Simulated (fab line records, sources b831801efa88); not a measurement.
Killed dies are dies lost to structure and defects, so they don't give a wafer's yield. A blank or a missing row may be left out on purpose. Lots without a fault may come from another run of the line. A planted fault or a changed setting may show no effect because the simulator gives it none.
Which tool did it? | flow sky130 | 10 lots, 30 wafers sampled, at 6 steps of a route of 708

WHAT THE GAUGES READ, wafer by wafer
SKY_VIA3_CD_MEAS_12: target cd 200 nm. Usual: cd_nm 199.3 nm, standard deviation 1.6.
lot  | measured     | on        | cd_nm (nm)        | flag
L464 | day 39 11:47 | cd_sem-01 | 198.5 199.9 198.5 |
L466 | day 40 10:41 | cd_sem-01 | 198.3 197.7 198.2 |
L468 | day 40 22:40 | cd_sem-01 | 200.3 199.8 200.4 |
L470 | day 41 08:32 | cd_sem-01 | 200.6 199.3 201.5 |
L471 | day 41 15:29 | cd_sem-02 | 199.0 199.8 198.7 |
L476 | day 43 02:55 | cd_sem-02 | 203.2 203.0 203.4 |
L481 | day 44 10:01 | cd_sem-01 | 197.9 199.1 198.7 |
L482 | day 44 15:17 | cd_sem-01 | 198.5 198.3 198.3 |
L483 | day 44 18:05 | cd_sem-02 | 198.4 198.0 199.6 |
L487 | day 45 19:17 | cd_sem-02 | 197.2 197.6 197.9 |

SKY_CAP2M_RS_MEAS_03: measures by four-point-probe. Usual: CAP2M_TIN_RS 6.87 ohm/sq, standard deviation 0.053.
lot  | measured     | on            | CAP2M_TIN_RS (ohm/sq) | flag
L464 | day 39 13:39 | film_metro-01 | 6.88 6.82 6.94        |
L466 | day 40 12:35 | film_metro-03 | 6.88 6.94 6.85        |
L468 | day 41 00:31 | film_metro-03 | 6.89 6.84 6.88        |
L470 | day 41 10:50 | film_metro-03 | 6.83 6.81 6.74        |
L471 | day 41 17:27 | film_metro-04 | 6.81 6.76 6.79        |
L476 | day 43 04:46 | film_metro-04 | 6.91 6.90 6.89        |
L481 | day 44 11:53 | film_metro-04 | 6.87 6.92 6.86        |
L482 | day 44 17:18 | film_metro-04 | 8.31 8.48 8.40        | OFF
L483 | day 44 20:35 | film_metro-01 | 8.47 8.55 8.37        | OFF
L487 | day 45 21:10 | film_metro-04 | 6.80 6.87 6.82        |

SKY_CAP2M_THK_MEAS_04: measures by xrf. Usual: CAP2M_TIN_THK 199.9 nm, standard deviation 1.7.
lot  | measured     | on            | CAP2M_TIN_THK (nm) | flag
L464 | day 39 13:46 | film_metro-01 | 198.4 201.1 197.9  |
L466 | day 40 12:41 | film_metro-03 | 198.9 197.4 199.8  |
L468 | day 41 00:38 | film_metro-03 | 198.7 199.9 199.7  |
L470 | day 41 10:58 | film_metro-03 | 200.9 200.8 203.4  |
L471 | day 41 17:34 | film_metro-04 | 202.0 203.0 203.6  |
L476 | day 43 04:53 | film_metro-04 | 199.3 199.6 200.3  |
L481 | day 44 11:59 | film_metro-04 | 201.4 200.4 202.0  |
L482 | day 44 17:25 | film_metro-04 | 167.2 164.1 165.3  | OFF
L483 | day 44 20:42 | film_metro-01 | 163.5 161.1 165.1  | OFF
L487 | day 45 21:17 | film_metro-04 | 202.4 200.6 201.2  |

WHICH TOOL RAN EACH LOT (tool, then ch and the chambers of the sampled wafers, then the start)
lot  | SKY_VIA3_ETCH_14                   | SKY_METAL4_SPUTTER_00        | SKY_CAP2M_SPUTTER_02
L464 | rie_diel-02 ch 1,2,3, day 39 11:56 | pvd_sputter-03, day 39 13:18 | pvd_sputter-01, day 39 13:32
L466 | rie_diel-03 ch 0,1,3, day 40 10:49 | pvd_sputter-01, day 40 12:13 | pvd_sputter-03, day 40 12:27
L468 | rie_diel-03 ch 1,2, day 40 22:47   | pvd_sputter-02, day 41 00:09 | pvd_sputter-04, day 41 00:23
L470 | rie_diel-03 ch 0,1,3, day 41 08:41 | pvd_sputter-02, day 41 10:29 | pvd_sputter-01, day 41 10:44
L471 | rie_diel-02 ch 0,2,3, day 41 15:38 | pvd_sputter-03, day 41 17:07 | pvd_sputter-01, day 41 17:20
L476 | rie_diel-02 ch 0,2, day 43 03:02   | pvd_sputter-02, day 43 04:24 | pvd_sputter-04, day 43 04:38
L481 | rie_diel-03 ch 0,1,2, day 44 10:08 | pvd_sputter-01, day 44 11:31 | pvd_sputter-03, day 44 11:45
L482 | rie_diel-03 ch 0,1,3, day 44 15:26 | pvd_sputter-02, day 44 16:58 | pvd_sputter-03, day 44 17:11
L483 | rie_diel-04 ch 0,2,3, day 44 18:14 | pvd_sputter-01, day 44 20:10 | pvd_sputter-03, day 44 20:25
L487 | rie_diel-04 ch 0,1, day 45 19:26   | pvd_sputter-03, day 45 20:49 | pvd_sputter-04, day 45 21:03
- SKY_VIA3_ETCH_14: etches BARC in N2/H2, stops on SiO2, time 45.9 s, target depth 60 nm.
- SKY_METAL4_SPUTTER_00: material Ti, target thk 15 nm, time 10 s.
- SKY_CAP2M_SPUTTER_02: material TiN, target thk 200 nm, time 166.7 s.

WHAT THE TOOLS THEMSELVES READ (means of the sampled wafers that have a number; where no wafer has one, the mark that the record gives instead)
SKY_VIA3_ETCH_14. Usual: drypump_motor_current_A 5.6 A, standard deviation 0.42; h2_flow_sccm 200.0 sccm, standard deviation 0.57; oes_product_au 0.854 a.u., standard deviation 0.0049; throttle_valve_pct 13.226 %, standard deviation 0.0087.
lot  | tool        | drypump_motor_current_A (A) | h2_flow_sccm (sccm) | oes_product_au (a.u.) | throttle_valve_pct (%) | flag
L464 | rie_diel-02 | 5.8                         | 199.4               | 0.854                 | 13.219                 |
L466 | rie_diel-03 | 5.7                         | 199.8               | 0.852                 | 13.226                 |
L468 | rie_diel-03 | 6.0                         | 200.0               | 0.855                 | 13.225                 |
L470 | rie_diel-03 | 5.7                         | 199.9               | 0.854                 | 13.228                 |
L471 | rie_diel-02 | 5.5                         | 199.8               | 0.858                 | 13.218                 |
L476 | rie_diel-02 | 5.3                         | 200.1               | 0.857                 | 13.225                 |
L481 | rie_diel-03 | 5.8                         | 199.4               | 0.853                 | 13.227                 |
L482 | rie_diel-03 | 5.8                         | 200.1               | 0.853                 | 13.230                 |
L483 | rie_diel-04 | 5.6                         | 200.7               | 0.848                 | 13.229                 |
L487 | rie_diel-04 | 5.2                         | 199.6               | 0.858                 | 13.225                 |

SKY_METAL4_SPUTTER_00. Usual: throttle_valve_pct 30.2 %, standard deviation 0.93.
lot  | tool           | throttle_valve_pct (%) | flag
L464 | pvd_sputter-03 | 30.9                   |
L466 | pvd_sputter-01 | 30.4                   |
L468 | pvd_sputter-02 | 28.9                   |
L470 | pvd_sputter-02 | 29.5                   |
L471 | pvd_sputter-03 | 30.5                   |
L476 | pvd_sputter-02 | 29.3                   |
L481 | pvd_sputter-01 | 30.2                   |
L482 | pvd_sputter-02 | 29.7                   |
L483 | pvd_sputter-01 | 30.0                   |
L487 | pvd_sputter-03 | 30.1                   |

SKY_CAP2M_SPUTTER_02. Usual: throttle_valve_pct 29.9 %, standard deviation 1.2.
lot  | tool           | throttle_valve_pct (%) | flag
L464 | pvd_sputter-01 | 29.9                   |
L466 | pvd_sputter-03 | 30.5                   |
L468 | pvd_sputter-04 | 30.5                   |
L470 | pvd_sputter-01 | 29.7                   |
L471 | pvd_sputter-01 | 30.4                   |
L476 | pvd_sputter-04 | 29.4                   |
L481 | pvd_sputter-03 | 30.4                   |
L482 | pvd_sputter-03 | 30.6                   |
L483 | pvd_sputter-03 | 31.5                   |
L487 | pvd_sputter-04 | 29.6                   |

THE ANSWER, worked out from the rows above alone
Rule: a lot is off if the mean of its wafers that have a number lies more than 3 standard deviations from the usual mean. A lot without any number at a reading at which 4 lots or more have one is off too. The other lots that the step has rows for count as sound. The gauges are gone through in route order, then the tools' own readings, and for those a lot's mean is taken as printed above. The first step at which some lot is off is used, and at that step the reading that is off furthest; a lot without a number counts as furthest.
Off: L482, L483, at SKY_CAP2M_RS_MEAS_03 (CAP2M_TIN_RS).
A tool fits if, at a process step before that reading, it ran every lot that is off, and no sound lot after the first of them. The gauges at SKY_CAP2M_RS_MEAS_03 are tried like those tools. One fits: pvd_sputter-03 at SKY_CAP2M_SPUTTER_02. Its last sound lot is L481 (day 44 11:45), its first lot that is off L482 (day 44 17:11): a fault that began between those two fits.

WHAT THE SIMULATOR HAD PUT IN
Process parameter drift: pvd_sputter-03, from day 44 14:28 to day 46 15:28, at SKY_CAP2M_SPUTTER_02. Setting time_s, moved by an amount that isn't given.
Lots struck among those shown: L482, L483. The rule above found the same.
